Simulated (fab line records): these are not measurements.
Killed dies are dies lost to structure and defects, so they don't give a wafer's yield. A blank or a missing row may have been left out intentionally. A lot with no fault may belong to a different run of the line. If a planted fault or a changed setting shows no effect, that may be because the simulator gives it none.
Struck lot and sound lot, side by side | flow sky130 | 44 out of 708 route steps
Sound: these wafers, L547.1, L547.3, L547.5. Struck: wafer L563.6 (L563.1, L563.5, from the same lot, were not struck and are left out); the cause is given at the end.
Order at every step that has rows: each side's tool, ch and its chambers, its first start. Under that, the readings that differ: sound wafers | struck wafers | difference of the means | sigmas: that difference in standard deviations of wafers without a fault.
alike: a reading whose means differ by less than 2 such deviations, as well as words and numbers matching on both sides. not compared: withheld readings; readings where some wafer has no value; bounds like >300 that might hide an equal value; numbers whose values overlap and for which the record gives no deviation.
Wherever a step has rows on one side only, a row that says differs or no value, or a row with sigmas, the two part there. Numbers that have no deviation but don't overlap get no sigmas and don't part them. Lack of a reading on every wafer of one side parts them only where that side has two or more wafers.

SKY_VIA3_SPUTTER_20: material TiN, target thk 20 nm, time 80 s.
  sound: pvdSputter-03 at day 41 08:13; struck: pvdSputter-03 at day 45 20:02
  alike: throttleValvePct
SKY_VIA3_CVD_21: deposits W, target thk 390 nm, time 117.31 s.
  sound on cvdW-01 ch 0,1, day 41 08:17; struck on cvdW-02 ch 0, day 45 20:05
  alike: heaterPowerW
SKY_VIA3_RS_MEAS_22: the measuring method here is four-point-probe.
  sound: filmMetro-02 at day 41 08:24; struck: filmMetro-01 at day 45 20:13
  alike: VIA3_W_RS
SKY_VIA3_THK_MEAS_23: measures by xrf.
  sound: filmMetro-02 at day 41 08:31; struck: filmMetro-01 at day 45 20:20
  alike: VIA3_W_THK
then, 1 step without rows for these wafers: SKY_VIA3_CMP_24 (polishes, stops on SiO2, t overpolish 20 s, target thk 0 nm).
SKY_METAL4_SPUTTER_00: material Ti, target thk 15 nm, time 10 s.
  sound: pvdSputter-02 at day 41 08:54; struck: pvdSputter-01 at day 45 20:53
  alike: throttleValvePct
SKY_METAL4_SPUTTER_01: material TiN, target thk 20 nm, time 16.7 s.
  sound: pvdSputter-02 at day 41 08:55; struck: pvdSputter-01 at day 45 20:55
  alike: throttleValvePct
then, 3 steps without rows for these wafers: SKY_METAL4_SPUTTER_02 (material AlCu, target thk 735 nm, time 39.1 s); SKY_METAL4_SPUTTER_03 (material Ti, target thk 5 nm, time 3.3 s); SKY_METAL4_SPUTTER_04 (material TiN, target thk 70 nm, time 58.3 s).
SKY_CAP2M_CVD_00: deposits SiO2, target thk 15.5 nm.
  sound on pecvd-01 ch 0,1, day 41 09:03; struck on pecvd-04 ch 0, day 45 21:03
  alike: heaterPowerW
SKY_CAP2M_THK_MEAS_01:
  sound: filmMetro-02 at day 41 09:05; struck: filmMetro-04 at day 45 21:04
  alike: CAP2M_CVD_00_THK
SKY_CAP2M_SPUTTER_02: material TiN, target thk 200 nm, time 166.7 s.
  sound: pvdSputter-03 at day 41 09:08; struck: pvdSputter-03 at day 45 21:08
reading                                  | sound             | struck | difference | sigmas
model.TiN_of_CAP2M_SPUTTER_02.thkNm (nm) | 203.3 200.3 198.7 | 183.5  | -17.3      | 
  alike: throttleValvePct
SKY_CAP2M_RS_MEAS_03: the measuring method here is four-point-probe.
  sound: filmMetro-02 at day 41 09:15; struck: filmMetro-02 at day 45 21:14
reading               | sound          | struck | difference | sigmas
CAP2M_TIN_RS (ohm/sq) | 6.79 6.90 6.95 | 7.53   | +0.65      | +7
SKY_CAP2M_THK_MEAS_04: measures by xrf.
  sound: filmMetro-02 at day 41 09:22; struck: filmMetro-02 at day 45 21:22
reading            | sound             | struck | difference | sigmas
CAP2M_TIN_THK (nm) | 199.6 196.8 195.5 | 179.2  | -18.1      | -8
then, 7 steps without rows for these wafers: SKY_CAP2M_DEHYDRATE_05 (time 60 s); SKY_CAP2M_HMDS_06 (prime time 60 s); SKY_CAP2M_COAT_07 (resist thk 1140 nm); SKY_CAP2M_SOFTBAKE_08 (time 60 s); SKY_CAP2M_EXPOSE_09 (exposes mask CAP2M, target cd 1000 nm); SKY_CAP2M_PEB_10; SKY_CAP2M_DEVELOP_11 (develop time 60 s).
SKY_CAP2M_OVL_MEAS_12:
  sound: overlay-01 at day 42 08:43; struck: overlay-01 at day 46 17:32
  alike: CAP2M_OVL
SKY_CAP2M_METAL_ETCH_13: etches TiN in Cl2/BCl3, stops on SiO2, target depth 220 nm, time 62.9 s.
  sound on rieMetal-04 ch 0,1, day 42 08:45; struck on rieMetal-01 ch 1, day 46 17:34
reading              | sound                | struck | difference | sigmas
oesProductAu (a.u.)  | 0.957 0.942 0.942    | 0.897  | -0.050     | -6
throttleValvePct (%) | 21.909 21.887 21.897 | 21.931 | +0.033     | +3
  alike: drypumpMotorCurrentA
  not compared: rfHoursCounterH
then, 12 steps without rows for these wafers: SKY_CAP2M_STRIP_14 (strips in O2/N2); SKY_CAP2M_STRIP_15 (strips in post etch residue remover, time 1200 s); SKY_CAP2M_CLEAN_16 (cleans in IPA, time 180 s); SKY_CAP2M_CLEAN_17 (cleans in O3/DIW); SKY_METAL4_DEHYDRATE_05 (time 60 s); SKY_METAL4_HMDS_06 (prime time 60 s); SKY_METAL4_COAT_07 (resist thk 60 nm); SKY_METAL4_COAT_08 (resist thk 1140 nm); SKY_METAL4_SOFTBAKE_09 (time 90 s); SKY_METAL4_EXPOSE_10 (exposes mask MM4, target cd 300 nm); SKY_METAL4_PEB_11; SKY_METAL4_DEVELOP_12 (develop time 60 s).
SKY_METAL4_CD_MEAS_13: target cd 300 nm.
  sound: cdSem-01 at day 43 08:53; struck: cdSem-02 at day 47 14:02
  alike: cdNm
SKY_METAL4_OVL_MEAS_14:
  sound: overlay-02 at day 43 09:01; struck: overlay-02 at day 47 14:09
  alike: METAL4_OVL
then, 4 steps without rows for these wafers: SKY_METAL4_DESCUM_15 (chemistry O2, time 8 s); SKY_METAL4_ETCH_16 (etches BARC in N2/H2, stops on SiO2, time 88.2 s, target depth 60 nm); SKY_METAL4_ETCH_17 (etches SiO2 in C4F8/O2/Ar, stops on TiN, time 3.9 s, target depth 15 nm); SKY_METAL4_METAL_ETCH_18 (etches the open film in Cl2/BCl3, stops on SiO2, target depth 845 nm, time 183.1 s).
SKY_METAL4_STRIP_20: strips in post etch residue remover, time 1200 s.
  sound on wetBench-01 ch 1, day 43 09:28; struck on wetBench-03 ch 2, day 47 14:37
reading                                  | sound             | struck | difference | sigmas
model.TiN_of_CAP2M_SPUTTER_02.thkNm (nm) | 202.4 199.5 197.8 | 182.6  | -17.3      | 
  alike: tempC
-- the record jumps here: 3 days lie between the struck wafers' starts before and after (it left off in module METAL4 and takes up again in module PAD_OPEN, whose first step shown is number 708 of the route) --
SKY_PAD_OPEN_PROBE_99:
  sound: prober-02 at day 47 05:33; struck: prober-01 at day 50 19:53
reading                           | sound                | struck | difference | sigmas
killedAtContacts                  | 26 19 36             | 15     | -12        | -2
model.etest.capMim2.plateOhmSq    | 5.881 6.003 6.018    | 6.532  | +0.565     | 
model.etest.capMim2.leakLog10ACm2 | -8.957 -8.812 -9.158 | -8.766 | +0.210     | 
  alike: defectLimitedYield, killed_at_M0_to_M3, killed_at_M4_up, killedAtFrontEnd, killedAtOther, killedDies, killedOpen, killedShort, sort_bin_3_pad_short, sort_bin_5_function, sort_bin_6_memory, sortNPass, sortYieldPct
  not compared: model.etest.capMim2.bvV

WHERE THEY PART
Last at SKY_PAD_OPEN_PROBE_99 as far as this record goes, first at SKY_CAP2M_RS_MEAS_03.

WHY: the cause the simulator had injected
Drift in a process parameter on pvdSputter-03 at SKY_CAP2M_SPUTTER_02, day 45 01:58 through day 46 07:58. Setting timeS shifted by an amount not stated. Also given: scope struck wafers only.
